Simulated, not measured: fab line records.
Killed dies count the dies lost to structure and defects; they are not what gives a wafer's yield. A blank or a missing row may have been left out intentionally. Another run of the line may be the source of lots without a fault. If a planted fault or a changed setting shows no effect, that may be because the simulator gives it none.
The tool behind it: which one? + flow sky130 + Sampling: 13 lots, 39 wafers, 4 of 708 route steps

## WHAT EACH GAUGE READ, for each wafer
SKY_NWELL_THK_MEAS_02.
| lot  | measured    | on           | NWELL_OXIDATION_THK (nm) |
|------|-------------|--------------|--------------------------|
| L572 | day 2 11:59 | filmMetro-02 | 9.94 9.86 9.74           |
| L573 | day 2 17:08 | filmMetro-03 | 9.98 10.08 9.88          |
| L574 | day 2 22:59 | filmMetro-03 | 9.84 10.03 9.91          |
| L575 | day 3 04:29 | filmMetro-02 | 10.06 9.82 9.82          |
| L582 | day 4 15:51 | filmMetro-02 | 10.26 10.30 10.20        |
| L584 | day 5 01:25 | filmMetro-02 | 10.02 10.18 9.99         |
| L586 | day 5 16:28 | filmMetro-02 | 10.31 10.41 10.52        |
| L588 | day 6 00:26 | filmMetro-02 | 10.16 10.06 9.84         |
| L589 | day 6 03:20 | filmMetro-02 | 10.04 10.04 9.83         |
| L590 | day 6 08:29 | filmMetro-03 | 9.99 10.29 10.20         |
| L592 | day 6 20:40 | filmMetro-04 | 10.05 9.95 9.92          |
| L593 | day 7 00:02 | filmMetro-02 | 10.01 10.07 10.05        |
| L595 | day 7 13:23 | filmMetro-03 | 10.05 10.18 10.12        |

SKY_VT_ADJUST_HVTP_CD_MEAS_07: target cd 380 nm.
| lot  | measured     | on       | cdNm (nm)         |
|------|--------------|----------|-------------------|
| L572 | day 6 01:03  | cdSem-01 | 380.4 379.1 379.5 |
| L573 | day 6 12:26  | cdSem-01 | 384.3 385.7 384.9 |
| L574 | day 6 13:57  | cdSem-02 | 373.0 374.9 373.1 |
| L575 | day 6 21:53  | cdSem-02 | 382.9 379.6 380.0 |
| L582 | day 8 17:50  | cdSem-02 | 379.8 379.3 380.1 |
| L584 | day 9 03:50  | cdSem-01 | 381.0 383.9 381.6 |
| L586 | day 9 20:51  | cdSem-01 | 377.4 376.6 376.1 |
| L588 | day 10 05:11 | cdSem-01 | 381.8 381.5 380.4 |
| L589 | day 10 11:35 | cdSem-02 | 379.8 376.6 378.1 |
| L590 | day 10 16:47 | cdSem-02 | 378.2 379.1 378.6 |
| L592 | day 11 05:01 | cdSem-01 | 380.8 380.3 378.3 |
| L593 | day 11 11:23 | cdSem-02 | 383.6 383.4 378.5 |
| L595 | day 12 03:33 | cdSem-01 | 381.0 382.1 379.6 |

SKY_VT_ADJUST_HVTP_TW_MEAS_11.
| lot  | measured     | on           | VT_ADJUST_HVTP_TW |
|------|--------------|--------------|-------------------|
| L572 | day 6 01:27  | filmMetro-03 | 1350 1353 1346    |
| L573 | day 6 12:50  | filmMetro-01 | 1346 1345 1347    |
| L574 | day 6 14:21  | filmMetro-01 | 1343 1348 1337    |
| L575 | day 6 22:17  | filmMetro-02 | 1346 1357 1349    |
| L582 | day 8 18:14  | filmMetro-01 | 1302 1294 1302    |
| L584 | day 9 04:14  | filmMetro-01 | 1307 1305 1303    |
| L586 | day 9 21:15  | filmMetro-03 | 1358 1352 1352    |
| L588 | day 10 05:35 | filmMetro-03 | 1350 1346 1344    |
| L589 | day 10 11:59 | filmMetro-03 | 1359 1350 1351    |
| L590 | day 10 17:11 | filmMetro-03 | 1349 1345 1355    |
| L592 | day 11 05:25 | filmMetro-03 | 1357 1356 1362    |
| L593 | day 11 11:46 | filmMetro-02 | 1337 1345 1341    |
| L595 | day 12 03:56 | filmMetro-03 | 1352 1355 1358    |

## EACH LOT AND THE TOOL THAT RAN IT (in order: tool; ch and the chambers of the sampled wafers; start)
| lot  | SKY_VT_ADJUST_HVTP_IMPLANT_09   |
|------|---------------------------------|
| L572 | implanter-03 ch 0, day 6 01:13  |
| L573 | implanter-04 ch 0, day 6 12:35  |
| L574 | implanter-03 ch 0, day 6 14:07  |
| L575 | implanter-04 ch 0, day 6 22:02  |
| L582 | implanter-03 ch 0, day 8 17:59  |
| L584 | implanter-03 ch 0, day 9 03:59  |
| L586 | implanter-02 ch 0, day 9 21:01  |
| L588 | implanter-02 ch 0, day 10 05:20 |
| L589 | implanter-02 ch 0, day 10 11:44 |
| L590 | implanter-02 ch 0, day 10 16:56 |
| L592 | implanter-02 ch 0, day 11 05:11 |
| L593 | implanter-02 ch 0, day 11 11:34 |
| L595 | implanter-02 ch 0, day 12 03:43 |
- SKY_VT_ADJUST_HVTP_IMPLANT_09

## AS READ BY THE TOOLS THEMSELVES (means over the sampled wafers that have a number; for cases with no such wafer, the mark the record gives instead)
SKY_VT_ADJUST_HVTP_IMPLANT_09.
| lot  | tool         | beamEnergyKeV |
|------|--------------|---------------|
| L572 | implanter-03 | 150.04        |
| L573 | implanter-04 | 150.01        |
| L574 | implanter-03 | 149.99        |
| L575 | implanter-04 | 150.03        |
| L582 | implanter-03 | 137.55        |
| L584 | implanter-03 | 137.52        |
| L586 | implanter-02 | 149.98        |
| L588 | implanter-02 | 149.99        |
| L589 | implanter-02 | 149.99        |
| L590 | implanter-02 | 149.98        |
| L592 | implanter-02 | 149.95        |
| L593 | implanter-02 | 149.95        |
| L595 | implanter-02 | 150.01        |

## THE ANSWER, worked out from the rows above alone
Rule: what is usual is taken from the lots themselves. The widest of any qualifying gaps counts: lots, ordered by their means at a reading, are off when they make up no more than a third of the lots, leave a main group of 4 or more, and stand apart from it by 3 or more times the standard deviation of that group's means. The tables above print the reading to a certain number of digits; a main group whose means all agree to those digits is not used. A lot without any number at a reading at which 4 lots or more have one is off too. Where the step has rows for the other lots, those lots are counted as sound. First the gauges in route order, then the tools' own readings, where a lot's mean is used as printed above. The first step at which some lot is off is used, and at that step the reading that is off furthest; a lot without a number counts as furthest.
Off: L582, L584, at SKY_VT_ADJUST_HVTP_TW_MEAS_11 (VT_ADJUST_HVTP_TW). Mean 1350 and standard deviation 5.1 in the main group.
A tool fits if, at a process step before that reading, it ran every lot that is off, and no sound lot after the first of them. The gauges at SKY_VT_ADJUST_HVTP_TW_MEAS_11 aren't tried: what is off there is off at SKY_VT_ADJUST_HVTP_IMPLANT_09 too, on other tools, and a gauge's error can't cause that. One fits: implanter-03 at SKY_VT_ADJUST_HVTP_IMPLANT_09. A fault onset in the window from L574 (day 6 14:07, its last sound lot) to L582 (day 8 17:59, its first lot off) fits.
On the lots that are off, the tool's own readings at SKY_VT_ADJUST_HVTP_IMPLANT_09 differ by more than 5 times the standard deviation of the sound lots' means, which bears it out; beamEnergyKeV reads 137.54 there versus 149.99 on the sound lots.

## WHAT THE SIMULATOR HAD PUT IN
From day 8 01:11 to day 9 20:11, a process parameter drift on implanter-03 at SKY_VT_ADJUST_HVTP_IMPLANT_09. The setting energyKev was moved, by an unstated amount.
Shown lots that were struck: L582, L584. The rule above found the same.
